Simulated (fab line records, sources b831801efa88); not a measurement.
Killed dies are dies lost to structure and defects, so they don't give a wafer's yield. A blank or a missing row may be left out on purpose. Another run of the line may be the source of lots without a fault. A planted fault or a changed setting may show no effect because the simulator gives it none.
A lot that was struck, set against a sound lot || flow sky130 || 44 steps out of a route of 708
Sound: the wafers L381.1, L381.2, L381.5. Struck: wafers L389.3, L389.4. Last of all comes the cause.
Order at every step that has rows: each side's tool, ch and its chambers, its first start. Under that, the readings that differ: sound wafers || struck wafers || difference of the means || sigmas: that difference in standard deviations of wafers without a fault.
alike: a reading whose means differ by less than 2 such deviations, as well as words and numbers matching on both sides. not compared: withheld readings; readings where some wafer has no value; bounds like >300 that might hide an equal value; numbers whose values overlap and for which the record gives no deviation.
A row with sigmas, a row that says differs or no value, or rows on one side alone: a step with any of these is where the two part. When numbers do not overlap yet have no deviation, they are printed without sigmas and do not part them. A reading that every wafer of one side lacks parts them only if that side has two wafers or more.

first, 2 steps without rows for these wafers: SKY_VIA2_SPUTTER_20 (material TiN, target thk 20 nm, time 80 s); SKY_VIA2_CVD_21 (deposits W, target thk 420 nm, time 126.4 s).
SKY_VIA2_RS_MEAS_22: measures by four-point-probe.
  sound: film-metro-01 at day 37 03:56; struck: film-metro-04 at day 39 10:20
  alike: VIA2_W_RS
SKY_VIA2_THK_MEAS_23: measures by xrf.
  sound: film-metro-01 at day 37 04:04; struck: film-metro-04 at day 39 10:26
  alike: VIA2_W_THK
then, 1 step without rows for these wafers: SKY_VIA2_CMP_24 (polishes, stops on SiO2, t overpolish 20 s, target thk 0 nm).
SKY_METAL3_SPUTTER_00: material Ti, target thk 15 nm, time 10 s.
  sound: pvd-sputter-03 at day 37 04:25; struck: pvd-sputter-01 at day 39 10:47
  alike: throttle-valve-pct
then, 1 step without rows for these wafers: SKY_METAL3_SPUTTER_01 (material TiN, target thk 20 nm, time 16.7 s).
SKY_METAL3_SPUTTER_02: material AlCu, target thk 735 nm, time 39.1 s.
  sound: pvd-sputter-03 at day 37 04:28; struck: pvd-sputter-01 at day 39 10:50
  alike: throttle-valve-pct
then, 1 step without rows for these wafers: SKY_METAL3_SPUTTER_03 (material Ti, target thk 5 nm, time 3.3 s).
SKY_METAL3_SPUTTER_04: material TiN, target thk 70 nm, time 58.3 s.
  sound: pvd-sputter-03 at day 37 04:32; struck: pvd-sputter-01 at day 39 10:53
  alike: throttle-valve-pct
then, 1 step without rows for these wafers: SKY_CAPM_CVD_00 (deposits SiO2, target thk 15.5 nm).
SKY_CAPM_THK_MEAS_01:
  sound: film-metro-03 at day 37 04:36; struck: film-metro-03 at day 39 10:59
  alike: CAPM_CVD_00_THK
SKY_CAPM_SPUTTER_02: material TiN, target thk 200 nm, time 166.7 s.
  sound: pvd-sputter-04 at day 37 04:40; struck: pvd-sputter-02 at day 39 11:02
{"reading": "model.TiN_of_CAPM_SPUTTER_02.thk-nm (nm)", "sound": "197.7 200.5 196.1", "struck": "209.1 207.8", "difference": "+10.3", "sigmas": ""}
  alike: throttle-valve-pct
SKY_CAPM_RS_MEAS_03: measures by four-point-probe.
  sound: film-metro-04 at day 37 04:46; struck: film-metro-02 at day 39 11:11
{"reading": "CAPM_TIN_RS (ohm/sq)", "sound": "6.98 6.87 7.04", "struck": "6.60 6.65", "difference": -0.34, "sigmas": -4}
SKY_CAPM_THK_MEAS_04: measures by xrf.
  sound: film-metro-04 at day 37 04:53; struck: film-metro-02 at day 39 11:17
{"reading": "CAPM_TIN_THK (nm)", "sound": "199.9 202.1 197.4", "struck": "213.0 210.5", "difference": "+11.9", "sigmas": "+4"}
then, 7 steps without rows for these wafers: SKY_CAPM_DEHYDRATE_05 (time 60 s); SKY_CAPM_HMDS_06 (prime time 60 s); SKY_CAPM_COAT_07 (resist thk 1140 nm); SKY_CAPM_SOFTBAKE_08 (time 60 s); SKY_CAPM_EXPOSE_09 (exposes mask CAPM, target cd 1000 nm); SKY_CAPM_PEB_10; SKY_CAPM_DEVELOP_11 (develop time 60 s).
SKY_CAPM_OVL_MEAS_12:
  sound: overlay-01 at day 38 05:13; struck: overlay-01 at day 40 11:36
  alike: CAPM_OVL
SKY_CAPM_METAL_ETCH_13: etches TiN in Cl2/BCl3, stops on SiO2, target depth 220 nm, time 62.9 s.
  sound on rie-metal-02 ch 0, day 38 05:15; struck on rie-metal-02 ch 0,1, day 40 11:39
{"reading": "oes-product-au (a.u.)", "sound": "0.932 0.945 0.934", "struck": "0.968 0.958", "difference": "+0.026", "sigmas": "+3"}
{"reading": "throttle-valve-pct (%)", "sound": "21.909 21.908 21.906", "struck": "21.884 21.884", "difference": -0.024, "sigmas": -3}
{"reading": "model.CAPM.feature-depth-nm (nm)", "sound": "197.7 200.5 196.1", "struck": "209.1 207.8", "difference": "+10.3", "sigmas": ""}
{"reading": "model.etch.depth-nm (nm)", "sound": "197.7 200.5 196.1", "struck": "209.1 207.8", "difference": "+10.3", "sigmas": ""}
  alike: drypump-motor-current-A
  not compared: rf-hours-counter-h
then, 12 steps without rows for these wafers: SKY_CAPM_STRIP_14 (strips in O2/N2); SKY_CAPM_STRIP_15 (strips in post etch residue remover, time 1200 s); SKY_CAPM_CLEAN_16 (cleans in IPA, time 180 s); SKY_CAPM_CLEAN_17 (cleans in O3/DIW); SKY_METAL3_DEHYDRATE_05 (time 60 s); SKY_METAL3_HMDS_06 (prime time 60 s); SKY_METAL3_COAT_07 (resist thk 60 nm); SKY_METAL3_COAT_08 (resist thk 1140 nm); SKY_METAL3_SOFTBAKE_09 (time 90 s); SKY_METAL3_EXPOSE_10 (exposes mask MM3, target cd 300 nm); SKY_METAL3_PEB_11; SKY_METAL3_DEVELOP_12 (develop time 60 s).
SKY_METAL3_CD_MEAS_13: target cd 300 nm.
  sound: cd-sem-02 at day 39 06:36; struck: cd-sem-01 at day 41 11:50
  alike: cd-nm
SKY_METAL3_OVL_MEAS_14:
  sound: overlay-01 at day 39 06:43; struck: overlay-01 at day 41 11:55
  alike: METAL3_OVL
SKY_METAL3_DESCUM_15: chemistry O2, time 8 s.
  sound on rie-metal-02 ch 0,1, day 39 06:45; struck on rie-metal-02 ch 0,1, day 41 11:57
  alike: drypump-motor-current-A, oes-product-au
  not compared: rf-hours-counter-h
SKY_METAL3_ETCH_16: etches BARC in N2/H2, stops on SiO2, time 88.2 s, target depth 60 nm.
  sound on rie-metal-02 ch 0,1, day 39 06:47; struck on rie-metal-02 ch 0,1, day 41 12:01
  alike: drypump-motor-current-A, n2-flow-sccm, oes-product-au, throttle-valve-pct
  not compared: rf-hours-counter-h
then, 2 steps without rows for these wafers: SKY_METAL3_ETCH_17 (etches SiO2 in C4F8/O2/Ar, stops on TiN, time 3.9 s, target depth 15 nm); SKY_METAL3_METAL_ETCH_18 (etches the open film in Cl2/BCl3, stops on SiO2, target depth 845 nm, time 183.1 s).
SKY_METAL3_STRIP_20: strips in post etch residue remover, time 1200 s.
  sound on wet-bench-02 ch 0, day 39 07:11; struck on wet-bench-01 ch 2, day 41 12:22
{"reading": "model.TiN_of_CAPM_SPUTTER_02.thk-nm (nm)", "sound": "196.9 199.7 195.3", "struck": "208.2 206.9", "difference": "+10.2", "sigmas": ""}
-- the record jumps here: 7 days lie between the struck wafers' starts before and after (it left off in module METAL3 and takes up again in module PAD_OPEN, whose first step shown is number 708 of the route) --
SKY_PAD_OPEN_PROBE_99:
  sound: prober-01 at day 46 09:52; struck: prober-01 at day 48 07:39
{"reading": "model.etest.cap-mim.plate-ohm-sq", "sound": "6.004 6.058 6.062", "struck": "5.75 5.744", "difference": -0.29, "sigmas": ""}
  alike: defect-limited-yield, killed_at_M0_to_M3, killed_at_M4_up, killed-at-contacts, killed-at-front-end, killed-dies, killed-open, killed-short, sort_bin_3_pad_short, sort_bin_5_function, sort_bin_6_memory, sort-n-pass, sort-yield-pct

## WHERE THEY PART
Last at SKY_CAPM_METAL_ETCH_13 as far as this record goes, first at SKY_CAPM_RS_MEAS_03. Later steps at which nothing parts them and some readings are alike: SKY_METAL3_CD_MEAS_13, SKY_METAL3_OVL_MEAS_14, SKY_METAL3_DESCUM_15, SKY_METAL3_ETCH_16, SKY_PAD_OPEN_PROBE_99.

WHY: the cause the simulator had injected
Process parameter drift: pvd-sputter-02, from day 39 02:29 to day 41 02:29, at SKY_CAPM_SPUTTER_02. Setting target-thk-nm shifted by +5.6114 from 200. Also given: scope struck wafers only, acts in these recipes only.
